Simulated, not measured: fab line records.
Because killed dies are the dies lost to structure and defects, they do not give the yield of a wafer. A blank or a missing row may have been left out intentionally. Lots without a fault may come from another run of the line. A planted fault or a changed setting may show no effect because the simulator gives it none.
Which of the tools did it? + flow gf180mcu + 36 wafers from 12 lots sampled at 2 of the route's 602 steps

== WHAT THE GAUGES SHOWED, per wafer ==
GF_M5_CD_MEAS_07: target cd 280 nm. Usual: cd-nm at 280.0 nm, with a standard deviation of 1.1.
| lot  | measured     | on        | cd-nm (nm)        | flag |
|------|--------------|-----------|-------------------|------|
| L864 | day 26 04:46 | cd-sem-02 | 279.8 279.9 279.3 |      |
| L865 | day 26 19:31 | cd-sem-02 | 281.4 281.3 281.8 |      |
| L866 | day 27 00:07 | cd-sem-02 | 280.2 280.0 280.8 |      |
| L867 | day 27 05:55 | cd-sem-01 | 279.4 279.4 278.2 |      |
| L869 | day 27 23:28 | cd-sem-02 | 278.5 278.9 279.1 |      |
| L870 | day 28 10:22 | cd-sem-02 | 281.1 281.3 281.0 |      |
| L871 | day 28 17:34 | cd-sem-01 | 279.6 278.7 279.0 |      |
| L872 | day 28 21:13 | cd-sem-01 | 278.8 279.1 278.5 |      |
| L874 | day 29 14:28 | cd-sem-02 | 280.0 278.8 280.3 |      |
| L875 | day 29 17:40 | cd-sem-02 | 280.8 280.5 281.5 |      |
| L876 | day 29 20:37 | cd-sem-01 | 277.5 278.4 278.8 |      |
| L885 | day 32 06:44 | cd-sem-01 | 278.8 279.9 280.6 |      |

== WHICH TOOL RAN EACH LOT (tool, then ch and the chambers of the sampled wafers, then the start) ==
| lot  | GF_V1_ETCH_16                      |
|------|------------------------------------|
| L864 | rie-diel-02 ch 0,2, day 18 02:20   |
| L865 | rie-diel-02 ch 0,1,3, day 18 18:59 |
| L866 | rie-diel-01 ch 1,2, day 18 22:58   |
| L867 | rie-diel-01 ch 0,1,3, day 19 05:41 |
| L869 | rie-diel-01 ch 0,1,3, day 20 01:17 |
| L870 | rie-diel-03 ch 0,2,3, day 20 18:53 |
| L871 | rie-diel-03 ch 0,1,3, day 21 00:44 |
| L872 | rie-diel-03 ch 0,1,2, day 21 05:35 |
| L874 | rie-diel-02 ch 1,2,3, day 22 03:23 |
| L875 | rie-diel-02 ch 1,3, day 22 06:20   |
| L876 | rie-diel-03 ch 0,1, day 22 09:53   |
| L885 | rie-diel-01 ch 0,1, day 25 12:17   |
- GF_V1_ETCH_16: etches BARC in N2/H2.

== AS READ BY THE TOOLS THEMSELVES (means over the sampled wafers that have a number; for cases with no such wafer, the mark the record gives instead) ==
GF_V1_ETCH_16. Usual: drypump-motor-current-A 5.8 A, standard deviation 0.52; n2-flow-sccm 100.0 sccm, standard deviation 0.31; oes-product-au 0.855 a.u., standard deviation 0.0046; throttle-valve-pct 13.226 %, standard deviation 0.0092.
| lot  | tool        | drypump-motor-current-A (A) | n2-flow-sccm (sccm) | oes-product-au (a.u.) | throttle-valve-pct (%) | flag |
|------|-------------|-----------------------------|---------------------|-----------------------|------------------------|------|
| L864 | rie-diel-02 | 6.4                         | 99.8                | 0.856                 | 13.230                 |      |
| L865 | rie-diel-02 | 5.8                         | 100.3               | 0.858                 | 13.226                 |      |
| L866 | rie-diel-01 | 5.9                         | 100.1               | 0.851                 | 13.223                 |      |
| L867 | rie-diel-01 | 5.9                         | 99.7                | 0.856                 | 13.230                 |      |
| L869 | rie-diel-01 | 5.9                         | 100.2               | 0.854                 | 13.230                 |      |
| L870 | rie-diel-03 | 5.2                         | 99.9                | 0.856                 | 13.224                 |      |
| L871 | rie-diel-03 | 5.3                         | 100.1               | 0.853                 | 13.225                 |      |
| L872 | rie-diel-03 | 5.3                         | 100.2               | 0.854                 | 13.223                 |      |
| L874 | rie-diel-02 | 6.0                         | 99.9                | 0.855                 | 13.221                 |      |
| L875 | rie-diel-02 | 5.8                         | 100.4               | 0.854                 | 13.224                 |      |
| L876 | rie-diel-03 | 5.1                         | 99.8                | 0.858                 | 13.226                 |      |
| L885 | rie-diel-01 | 6.1                         | 100.1               | 0.858                 | 13.225                 |      |

== THE ANSWER, worked out from the rows above alone ==
Rule: a lot is off if the mean of its wafers that have a number lies more than 3 standard deviations from the usual mean. A lot without any number at a reading at which 4 lots or more have one is off too. Any other lot the step has rows for is counted as sound. The gauges are gone through in route order, then the tools' own readings, and for those a lot's mean is taken as printed above. At the first step where some lot is off, the reading lying furthest off is the one used; lots without a number count as furthest.
None of the lots is off at any reading shown; this tells nothing.

== WHAT WAS PUT IN BY THE SIMULATOR ==
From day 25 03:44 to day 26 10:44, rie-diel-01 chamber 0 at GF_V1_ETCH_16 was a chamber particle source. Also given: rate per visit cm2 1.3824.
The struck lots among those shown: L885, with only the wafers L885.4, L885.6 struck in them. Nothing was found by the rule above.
